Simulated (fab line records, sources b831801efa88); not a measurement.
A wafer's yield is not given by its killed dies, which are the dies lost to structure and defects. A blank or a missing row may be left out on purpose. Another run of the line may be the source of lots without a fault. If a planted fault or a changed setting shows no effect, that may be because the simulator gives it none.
Which tool is to blame?    flow gf180mcu    13 lots with 39 wafers sampled at 5 steps, on a route of 602 steps

WHAT EACH GAUGE READ, for each wafer
GF_LVPWELL_OVL_MEAS_07.
lot   measured     on          LVPWELL_OVL (nm)
L274  day 3 21:33  overlay-01  1.2 0.7 -0.5
L275  day 4 04:15  overlay-02  1.3 1.7 0.7
L276  day 4 07:32  overlay-01  0.5 0.7 -2.0
L277  day 4 12:29  overlay-02  -2.2 -2.6 -3.0
L278  day 4 18:02  overlay-02  -0.8 -2.5 -0.2
L279  day 4 23:58  overlay-01  -1.8 -2.8 -2.1
L280  day 5 05:45  overlay-01  0.4 0.4 0.1
L281  day 5 11:47  overlay-01  0.6 -0.2 -2.1
L282  day 5 23:18  overlay-02  0.1 -1.5 -1.7
L285  day 6 15:28  overlay-01  -1.3 -1.2 -0.8
L286  day 6 19:49  overlay-02  1.0 0.8 -0.1
L287  day 7 00:15  overlay-02  2.1 0.5 1.0
L291  day 7 21:31  overlay-01  -1.0 -0.9 0.4

GF_VT_IMPLANT_OVL_MEAS_29.
lot   measured      on          VT_IMPLANT_02_OVL (nm)
L274  day 6 23:00   overlay-01  1.5 3.2 0.2
L275  day 7 05:29   overlay-01  -1.2 -1.9 -1.4
L276  day 7 09:02   overlay-01  0.2 -2.5 -2.8
L277  day 7 16:26   overlay-02  0.7 0.7 -0.5
L278  day 7 22:08   overlay-01  1.4 -0.4 0.4
L279  day 8 05:06   overlay-01  -1.4 0.7 -0.6
L280  day 8 11:39   overlay-02  -1.5 -0.6 -2.1
L281  day 8 19:10   overlay-02  215.3 213.1 215.2
L282  day 9 08:39   overlay-01  -0.1 0.9 0.1
L285  day 10 03:22  overlay-01  214.9 216.2 215.6
L286  day 10 07:03  overlay-02  -0.6 -0.3 1.9
L287  day 10 11:57  overlay-01  215.2 215.2 214.7
L291  day 11 11:27  overlay-02  -0.6 1.3 -0.3

GF_POLY_GATE_CD_MEAS_10: target cd 280 nm.
lot   measured      on         cd_nm (nm)
L274  day 9 04:22   cd_sem-02  279.1 278.6 278.3
L275  day 9 14:41   cd_sem-01  279.6 279.4 280.8
L276  day 9 19:32   cd_sem-02  280.2 280.3 280.6
L277  day 10 00:35  cd_sem-01  279.8 279.4 279.2
L278  day 10 06:02  cd_sem-02  281.0 280.7 280.8
L279  day 10 17:09  cd_sem-02  280.0 279.3 279.4
L280  day 11 01:25  cd_sem-01  280.6 280.3 278.8
L281  day 11 11:02  cd_sem-01  279.8 280.8 279.3
L282  day 12 04:10  cd_sem-02  282.1 282.1 282.0
L285  day 12 20:17  cd_sem-02  280.1 280.8 280.6
L286  day 12 19:51  cd_sem-02  280.4 280.5 281.7
L287  day 13 04:07  cd_sem-02  280.2 279.4 280.4
L291  day 14 09:10  cd_sem-01  281.2 282.1 281.6

GF_CONTACT_CD_MEAS_14: target cd 220 nm.
lot   measured      on         cd_nm (nm)
L274  day 15 22:37  cd_sem-01  220.7 222.2 221.9
L275  day 16 09:20  cd_sem-02  217.2 217.6 216.2
L276  day 16 16:14  cd_sem-01  219.9 219.2 219.7
L277  day 16 22:50  cd_sem-01  217.7 218.1 219.6
L278  day 17 13:59  cd_sem-02  221.7 220.8 223.0
L279  day 18 03:00  cd_sem-01  219.0 219.9 219.6
L280  day 18 09:31  cd_sem-02  223.6 222.5 222.1
L281  day 18 19:14  cd_sem-01  221.4 220.9 219.9
L282  day 19 16:20  cd_sem-01  221.5 220.1 220.5
L285  day 20 16:50  cd_sem-01  221.2 220.7 221.0
L286  day 20 16:03  cd_sem-02  219.2 219.9 218.9
L287  day 21 07:49  cd_sem-02  220.2 218.4 220.1
L291  day 22 13:44  cd_sem-01  221.2 222.0 221.8

WHAT TOOL EACH LOT RAN ON (gives the tool, then ch and the chambers of the sampled wafers, and finally the start)
lot   GF_VT_IMPLANT_EXPOSE_26
L274  iline_stepper-01 ch 0, day 6 15:24
L275  iline_stepper-02 ch 0, day 6 21:57
L276  iline_stepper-02 ch 0, day 7 01:38
L277  iline_stepper-02 ch 0, day 7 08:56
L278  iline_stepper-01 ch 0, day 7 14:13
L279  iline_stepper-01 ch 0, day 7 21:44
L280  iline_stepper-02 ch 0, day 8 03:35
L281  iline_stepper-02 ch 0, day 8 10:56
L282  iline_stepper-01 ch 0, day 9 00:22
L285  iline_stepper-02 ch 0, day 9 18:10
L286  iline_stepper-01 ch 0, day 9 22:34
L287  iline_stepper-02 ch 0, day 10 04:08
L291  iline_stepper-01 ch 0, day 11 02:49
- GF_VT_IMPLANT_EXPOSE_26: exposes mask LVPWELL HV AREA, target cd 860 nm.

WHAT THE TOOLS THEMSELVES READ (means of the sampled wafers that have a number; where no wafer has one, the mark that the record gives instead)
The record holds no such reading with a usual standard deviation.

THE ANSWER, worked out from the rows above alone
Rule: the usual values come from the lots themselves. Put in order of their means at a reading, lots are off if they are a third of the lots or fewer, leave a main group of 4 or more, and stand apart from it by a gap of 3 or more times the standard deviation of the main group's means; of several such gaps the widest counts. The tables above print the reading to a certain number of digits; a main group whose means all agree to those digits is not used. A lot without any number at a reading at which 4 lots or more have one is off too. All remaining lots with rows at the step are treated as sound. First the gauges in route order, then the tools' own readings, where a lot's mean is used as printed above. The first step at which some lot is off is used, and at that step the reading that is off furthest; a lot without a number counts as furthest.
Off: at GF_VT_IMPLANT_OVL_MEAS_29 (VT_IMPLANT_02_OVL), L281, L285, L287. For the main group the mean is -0.2 nm and the standard deviation 1.
If a tool, at a process step before that reading, ran all the lots that are off and no sound lot after the first of them, it fits. The gauges at GF_VT_IMPLANT_OVL_MEAS_29 are tried like those tools. One fits: iline_stepper-02 at GF_VT_IMPLANT_EXPOSE_26. Its last sound lot is L280 (day 8 03:35), its first lot that is off L281 (day 8 10:56): a fault that began between those two fits.

WHAT THE SIMULATOR HAD INSERTED
Scanner matching overlay: iline_stepper-02, from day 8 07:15 on, at GF_VT_IMPLANT_EXPOSE_26. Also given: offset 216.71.
Struck lots among those shown: L281, L285, L287. This agrees with what the rule above found.
